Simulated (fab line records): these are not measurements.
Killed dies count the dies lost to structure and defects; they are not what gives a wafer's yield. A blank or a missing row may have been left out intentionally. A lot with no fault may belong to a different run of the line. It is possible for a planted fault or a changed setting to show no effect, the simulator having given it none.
Chamber matching | flow gf180mcu | rie_si-02 running GF_STI_ETCH_14: 4 sister chambers
The step etches Si in HBr/Cl2/O2, target depth 360 nm, time 102.9 s. 22 wafers are shown with their chamber, then 11 later ones without.

== EACH WAFER AND ITS CHAMBER ==
wafer  | chamber | drypump_motor_current_A (A) | oes_product_au (a.u.) | throttle_valve_pct (%)
L074.1 | 1       | 5.5                         | 0.991                 | 25.642
L074.2 | 2       | 6.2                         | 1.003                 | 25.659
L074.4 | 3       | 5.3                         | 0.990                 | 25.673
L078.1 | 1       | 5.4                         | 1.003                 | 25.655
L078.2 | 3       | 5.4                         | 0.996                 | 25.652
L078.3 | 0       | 6.5                         | 1.018                 | 25.644
L079.1 | 1       | 5.4                         | 0.993                 | 25.669
L079.4 | 3       | 5.4                         | 0.997                 | 25.660
L079.5 | 2       | 6.2                         | 0.992                 | 25.651
L080.1 | 0       | 6.5                         | 1.012                 | 25.641
L080.3 | 1       | 5.5                         | 1.006                 | 25.666
L080.4 | 3       | 5.3                         | 1.005                 | 25.670
L084.4 | 3       | 5.4                         | 0.997                 | 25.647
L084.5 | 1       | 5.5                         | 1.021                 | 25.651
L084.6 | 0       | 6.5                         | 1.008                 | 25.637
L086.3 | 0       | 6.5                         | 1.007                 | 25.650
L086.4 | 1       | 5.4                         | 0.996                 | 25.659
L086.6 | 0       | 6.5                         | 1.010                 | 25.652
L088.2 | 3       | 5.3                         | 0.997                 | 25.644
L088.4 | 2       | 6.2                         | 0.988                 | 25.657
L088.6 | 2       | 6.2                         | 0.983                 | 25.679
L093.2 | 0       | 6.5                         | 0.996                 | 25.656

SIGNATURES (averages over the wafers above)
reading                 | chamber 0 | chamber 1 | chamber 2 | chamber 3 | scatter within a chamber
drypump_motor_current_A | 6.500     | 5.450     | 6.200     | 5.350     | 0.0408
oes_product_au          | 1.00850   | 1.00167   | 0.99150   | 0.99700   | 0.0082
throttle_valve_pct      | 25.64667  | 25.65700  | 25.66150  | 25.65767  | 0.0103
Rule: distance of a wafer from a chamber = root of the sum over the readings of ((wafer's reading minus chamber's mean) / reading's scatter) squared. The wafer belongs to the nearest chamber; if the next one is less than 2 further off, it can't be placed. The scatter: take each reading less its chamber's mean, square it, sum over the shown wafers, divide by the number of wafers less the number of chambers, and take the root.

== WAFERS MISSING THEIR CHAMBER ==
wafer  | drypump_motor_current_A (A) | oes_product_au (a.u.) | throttle_valve_pct (%)
L093.4 | 5.3                         | 0.984                 | 25.665
L093.6 | 5.3                         | 0.979                 | 25.653
L094.1 | 5.4                         | 0.988                 | 25.652
L094.5 | 5.3                         | 0.990                 | 25.655
L094.6 | 6.4                         | 1.004                 | 25.660
L095.1 | 5.4                         | 1.000                 | 25.654
L095.3 | 6.2                         | 0.987                 | 25.667
L095.4 | 5.3                         | 1.004                 | 25.670
L096.1 | 5.3                         | 1.004                 | 25.660
L096.5 | 5.4                         | 0.983                 | 25.668
L096.6 | 6.2                         | 0.993                 | 25.667

== CHAMBER TAKEN BY EACH ==
wafer  | from the rows above     | in truth
L093.4 | 3                       | 3
L093.6 | 3                       | 3
L094.1 | can't be placed: 3 or 1 | 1
L094.5 | 3                       | 3
L094.6 | 0                       | 0
L095.1 | can't be placed: 1 or 3 | 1
L095.3 | 2                       | 2
L095.4 | can't be placed: 3 or 1 | 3
L096.1 | 3                       | 3
L096.5 | can't be placed: 3 or 1 | 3
L096.6 | 2                       | 2
Correctly placed: 7 of 11. Not placeable from these rows: 4 (in 4, the candidates include the true chamber). Number placed wrongly: 0.
